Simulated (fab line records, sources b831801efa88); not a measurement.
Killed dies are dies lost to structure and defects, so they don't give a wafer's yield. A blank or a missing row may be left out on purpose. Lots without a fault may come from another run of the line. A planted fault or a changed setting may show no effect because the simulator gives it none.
Which tool did it? | flow gf180mcu | 6 lots, 18 wafers sampled, at 4 steps of a route of 602

WHAT THE GAUGES READ, wafer by wafer
GF_V5_THK_MEAS_03.
lot  | measured     | on            | V5_CVD_02_THK (nm)
L769 | day 27 23:04 | film_metro-03 | 1467 1492 1468
L771 | day 28 15:51 | film_metro-02 | 1430 1429 1442
L775 | day 29 20:40 | film_metro-03 | 1408 1446 1447
L780 | day 31 02:42 | film_metro-03 | 1208 1413 1463
L786 | day 32 11:21 | film_metro-03 | 1418 1396 1432
L788 | day 33 03:12 | film_metro-02 | 1463 1411 1418

WHICH TOOL RAN EACH LOT (tool, then ch and the chambers of the sampled wafers, then the start)
lot  | GF_V3_SPUTTER_22             | GF_M4_SPUTTER_04             | GF_V5_CVD_02
L769 | pvd_sputter-03, day 24 04:28 | pvd_sputter-04, day 24 05:17 | pecvd-01 ch 1,2, day 27 22:57
L771 | pvd_sputter-02, day 25 00:16 | pvd_sputter-04, day 25 01:05 | pecvd-03 ch 1,2, day 28 15:44
L775 | pvd_sputter-02, day 26 06:20 | pvd_sputter-01, day 26 07:08 | pecvd-03 ch 1,2, day 29 20:34
L780 | pvd_sputter-01, day 27 16:40 | pvd_sputter-04, day 27 17:29 | pecvd-04 ch 0,1,2, day 31 02:35
L786 | pvd_sputter-02, day 29 04:39 | pvd_sputter-03, day 29 05:28 | pecvd-03 ch 1,2, day 32 11:14
L788 | pvd_sputter-02, day 29 22:06 | pvd_sputter-04, day 29 23:18 | pecvd-03 ch 0,2, day 33 03:05
- GF_V3_SPUTTER_22: material TiN, target thk 10 nm, time 40 s.
- GF_M4_SPUTTER_04: material TiN, target thk 50 nm, time 41.7 s.
- GF_V5_CVD_02: deposits SiO2 from TEOS, target thk 1450 nm, time 163.28 s.

THE ANSWER, worked out from the rows above alone
Rule: what is usual is taken from the lots themselves. Put in order of their means at a reading, lots are off if they are a third of the lots or fewer, leave a main group of 4 or more, and stand apart from it by a gap of 3 or more times the standard deviation of the main group's means; of several such gaps the widest counts. A main group whose means are all the same, to the digits that the tables above print for the reading, isn't used. A lot without any number at a reading at which 4 lots or more have one is off too. The other lots that the step has rows for count as sound.
No lot is off at any reading shown: from this, nothing can be told.

WHAT THE SIMULATOR HAD PUT IN
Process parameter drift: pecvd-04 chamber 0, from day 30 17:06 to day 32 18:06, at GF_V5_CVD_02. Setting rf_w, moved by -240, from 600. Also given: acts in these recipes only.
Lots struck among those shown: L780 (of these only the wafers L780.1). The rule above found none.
